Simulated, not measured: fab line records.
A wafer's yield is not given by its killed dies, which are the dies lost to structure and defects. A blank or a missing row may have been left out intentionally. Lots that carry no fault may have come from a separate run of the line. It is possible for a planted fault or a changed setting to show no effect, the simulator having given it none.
Comparing a struck lot with a sound one / flow sky130 / 15 steps out of a route of 708
Sound: these wafers, L490.4, L490.5, L490.6. Struck: wafer L494.5 (left out: L494.2, L494.4 of the same lot, which were not struck); the cause appears at the end.
Per side, at each step with rows, come the tool, then ch with its chambers, and then its first start. Under that, the readings that differ: sound wafers / struck wafers / difference of the means / sigmas: that difference in standard deviations of wafers without a fault.
alike: readings with means less than 2 such deviations apart, plus words and numbers identical on both sides. not compared: withheld readings, readings lacking a value on some wafer, bounds such as >300 that could conceal the same value, and numbers that have no deviation in the record and whose values overlap.
A row with sigmas, a row that says differs or no value, or rows on one side alone: a step with any of these is where the two part. Non-overlapping numbers with no deviation appear without sigmas and do not part them. A reading missing from all wafers of one side parts the sides only when that side holds two or more wafers.

SKY_CAPM_THK_MEAS_01:
  sound on film metro-02 at day 36 10:29; struck on film metro-04 at day 38 01:06
reading=CAPM_CVD_00_THK (nm); sound=15.90 16.12 15.87; struck=15.28; difference=-0.68; sigmas=-3
SKY_CAPM_SPUTTER_02: material TiN, target thk 200 nm, time 166.7 s.
  sound on pvd sputter-02 at day 36 10:34; struck on pvd sputter-03 at day 38 01:09
  alike: throttle valve pct
SKY_CAPM_RS_MEAS_03: measurement is done with a four-point probe.
  sound on film metro-04 at day 36 10:41; struck on film metro-02 at day 38 01:17
reading=CAPM_TIN_RS (ohm/sq); sound=6.88 6.79 6.74; struck=7.02; difference=+0.22; sigmas=+2
SKY_CAPM_THK_MEAS_04: measures by xrf.
  sound on film metro-04 at day 36 10:46; struck on film metro-02 at day 38 01:23
  alike: CAPM_TIN_THK
then, 7 steps without rows for these wafers: SKY_CAPM_DEHYDRATE_05 (time 60 s); SKY_CAPM_HMDS_06 (prime time 60 s); SKY_CAPM_COAT_07 (resist thk 1140 nm); SKY_CAPM_SOFTBAKE_08 (time 60 s); SKY_CAPM_EXPOSE_09 (exposes mask CAPM, target cd 1000 nm); SKY_CAPM_PEB_10; SKY_CAPM_DEVELOP_11 (develop time 60 s).
SKY_CAPM_OVL_MEAS_12:
  sound on overlay-02 at day 37 12:07; struck on overlay-01 at day 39 02:09
  alike: CAPM_OVL
SKY_CAPM_METAL_ETCH_13: etches TiN in Cl2/BCl3, stops on SiO2, target depth 220 nm, time 62.9 s.
  sound on rie metal-01 ch 0,1, day 37 12:09; struck on rie metal-03 ch 1, day 39 02:11
reading=model.NOVOLAK_of_CAPM_COAT_07.thk nm (nm); sound=990.6 990.6 992; struck=900.3; difference=-90.8; sigmas=
reading=model.CAPM.feature depth nm (nm); sound=201 203.6 205; struck=212.8; difference=+9.6; sigmas=
reading=model.SiO2_of_CAPM_CVD_00.thk nm (nm); sound=15.9 16.07 15.84; struck=0; difference=-16; sigmas=
  alike: chamber pressure mTorr, drypump motor current A, oes product au, throttle valve pct
  not compared: rf hours counter h
SKY_CAPM_STRIP_14: strips in O2/N2.
  sound on plasma asher-01 ch 0,1, day 37 12:14; struck on plasma asher-02 ch 1, day 39 02:15
reading=strip time to endpoint s (s); sound=12.62 12.61 12.64; struck=11.58; difference=-1.04; sigmas=-23
  alike: chamber pressure mTorr, drypump motor current A, oes product au
  not compared: rf hours counter h
then, 1 step without rows for these wafers: SKY_CAPM_STRIP_15 (strips in post etch residue remover, time 1200 s).

== WHERE THEY PART ==
First at SKY_CAPM_THK_MEAS_01; last, within this record, at SKY_CAPM_STRIP_14.

WHY: the cause the simulator had injected
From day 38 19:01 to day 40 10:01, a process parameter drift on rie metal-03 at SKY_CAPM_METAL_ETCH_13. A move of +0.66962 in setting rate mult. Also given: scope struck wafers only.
